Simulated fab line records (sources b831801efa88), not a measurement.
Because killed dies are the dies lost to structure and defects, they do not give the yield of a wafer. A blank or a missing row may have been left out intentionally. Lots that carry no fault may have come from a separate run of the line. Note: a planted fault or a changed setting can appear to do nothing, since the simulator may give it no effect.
Matching of chambers :: flow sky130 :: 3 sister chambers for SKY_VIA1_HDPCVD_00 on hdpcvd-02
The step deposits SiO2, target thk 1030 nm, time 171.7 s. 17 wafers are shown with their chamber, then 8 later ones without.

EACH WAFER AND ITS CHAMBER
wafer: L205.1
chamber: 2
run_length_s (s): 199.1

wafer: L205.4
chamber: 1
run_length_s (s): 199.5

wafer: L205.5
chamber: 2
run_length_s (s): 198.7

wafer: L206.2
chamber: 2
run_length_s (s): 199.4

wafer: L206.3
chamber: 0
run_length_s (s): 199.8

wafer: L206.6
chamber: 0
run_length_s (s): 200.1

wafer: L207.1
chamber: 0
run_length_s (s): 199.7

wafer: L207.2
chamber: 1
run_length_s (s): 199.4

wafer: L207.6
chamber: 0
run_length_s (s): 200.1

wafer: L209.1
chamber: 1
run_length_s (s): 199.7

wafer: L209.2
chamber: 0
run_length_s (s): 200.0

wafer: L209.5
chamber: 1
run_length_s (s): 199.3

wafer: L211.1
chamber: 1
run_length_s (s): 199.2

wafer: L211.3
chamber: 1
run_length_s (s): 199.1

wafer: L214.2
chamber: 0
run_length_s (s): 200.6

wafer: L214.3
chamber: 2
run_length_s (s): 198.7

wafer: L224.2
chamber: 2
run_length_s (s): 198.8

SIGNATURES (means of the wafers above)
reading: run_length_s
chamber 0: 200.050
chamber 1: 199.367
chamber 2: 198.940
scatter within a chamber: 0.28
Rule: distance of a wafer from a chamber = root of the sum over the readings of ((wafer's reading minus chamber's mean) / reading's scatter) squared. If the next closest chamber is less than 2 further off than the closest, the wafer can't be placed; otherwise it belongs to the closest. The scatter is the square root of a quotient: the sum, over the shown wafers, of each reading's squared deviation from its chamber's mean, divided by wafers minus chambers.

WAFERS WITHOUT THEIR CHAMBER
wafer: L224.3
run_length_s (s): 199.9

wafer: L224.6
run_length_s (s): 199.1

wafer: L225.3
run_length_s (s): 199.3

wafer: L225.4
run_length_s (s): 200.5

wafer: L225.5
run_length_s (s): 198.8

wafer: L226.1
run_length_s (s): 199.1

wafer: L226.3
run_length_s (s): 200.4

wafer: L226.4
run_length_s (s): 198.7

CHAMBER TAKEN BY EACH
wafer: L224.3
from the rows above: can't be placed: 0 or 1
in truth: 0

wafer: L224.6
from the rows above: can't be placed: 2 or 1
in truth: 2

wafer: L225.3
from the rows above: can't be placed: 1 or 2
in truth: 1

wafer: L225.4
from the rows above: 0
in truth: 0

wafer: L225.5
from the rows above: can't be placed: 2 or 1
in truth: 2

wafer: L226.1
from the rows above: can't be placed: 2 or 1
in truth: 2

wafer: L226.3
from the rows above: 0
in truth: 0

wafer: L226.4
from the rows above: can't be placed: 2 or 1
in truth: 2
2 of 8 placed correctly. Can't be placed from these rows: 6 (the true chamber is among the candidates in 6). Number placed wrongly: 0.
